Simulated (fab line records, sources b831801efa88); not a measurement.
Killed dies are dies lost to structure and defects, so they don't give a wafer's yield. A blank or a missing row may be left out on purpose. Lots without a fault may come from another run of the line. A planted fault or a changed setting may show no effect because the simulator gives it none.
One fault seen from 2 desks | flow sky130 | each desk has only its own numbers; what lay behind them comes last

THE METROLOGY DESK
What the gauges read, lot by lot, whatever tool the lot ran on: means of the sampled wafers that have a number. A lot is out of limits, marked OUT, if its mean lies more than 4 standard deviations from the usual mean; the brackets give that distance.
Columns: A = CAPM_TIN_RS at SKY_CAPM_RS_MEAS_03, usual 6.90 ohm/sq
lot  | first seen here | A
L985 | day 37 10:40    | 6.96
L987 | day 37 20:43    | 6.81
L988 | day 37 21:41    | 6.95
L989 | day 38 06:30    | 6.86
L991 | day 38 22:08    | 6.85
L992 | day 39 01:48    | 6.94
L993 | day 39 15:41    | 6.90
L999 | day 41 22:55    | 6.82
L101 | day 42 00:00    | 6.86
L998 | day 42 00:34    | 6.99
L106 | day 43 17:33    | 6.88
This desk's finding: nothing out of limits on any of the 11 lots.

THE TOOL OWNER'S DESK: plasma_asher-02
The tool's own readings at SKY_VIA2_STRIP_16 (strips in O2/N2): means of the sampled wafers that have a number, for each lot that ran on this tool. A lot is out of limits, marked OUT, if its mean lies more than 4 standard deviations from the usual mean; the brackets give that distance.
Columns: A = drypump_motor_current_A at SKY_VIA2_STRIP_16, usual 5.8 A; B = n2_flow_sccm at SKY_VIA2_STRIP_16, usual 299.9 sccm; C = oes_product_au at SKY_VIA2_STRIP_16, usual 0.399 a.u.; D = strip_time_to_endpoint_s at SKY_VIA2_STRIP_16, usual 4.055 s
lot  | first seen here | A   | B     | C     | D
L985 | day 37 09:01    | 5.4 | 300.4 | 0.405 | 4.070
L987 | day 37 19:01    | 5.8 | 300.4 | 0.399 | 4.089
L988 | day 37 20:02    | 5.8 | 300.1 | 0.398 | 4.070
L989 | day 38 04:52    | 5.8 | 300.4 | 0.398 | 4.080
L991 | day 38 20:22    | 5.4 | 299.5 | 0.395 | 4.048
L999 | day 41 21:10    | 5.4 | 300.4 | 0.399 | 4.062
L101 | day 41 22:20    | 5.8 | 299.4 | 0.401 | 4.038
L998 | day 41 22:55    | 5.4 | 300.1 | 0.397 | 4.046
This desk's finding: nothing out of limits on any of the 8 lots.

PUT TOGETHER
The metrology desk saw nothing out of limits.
The tool owner's desk saw nothing out of limits.

WHAT THE SIMULATOR HAD PUT IN
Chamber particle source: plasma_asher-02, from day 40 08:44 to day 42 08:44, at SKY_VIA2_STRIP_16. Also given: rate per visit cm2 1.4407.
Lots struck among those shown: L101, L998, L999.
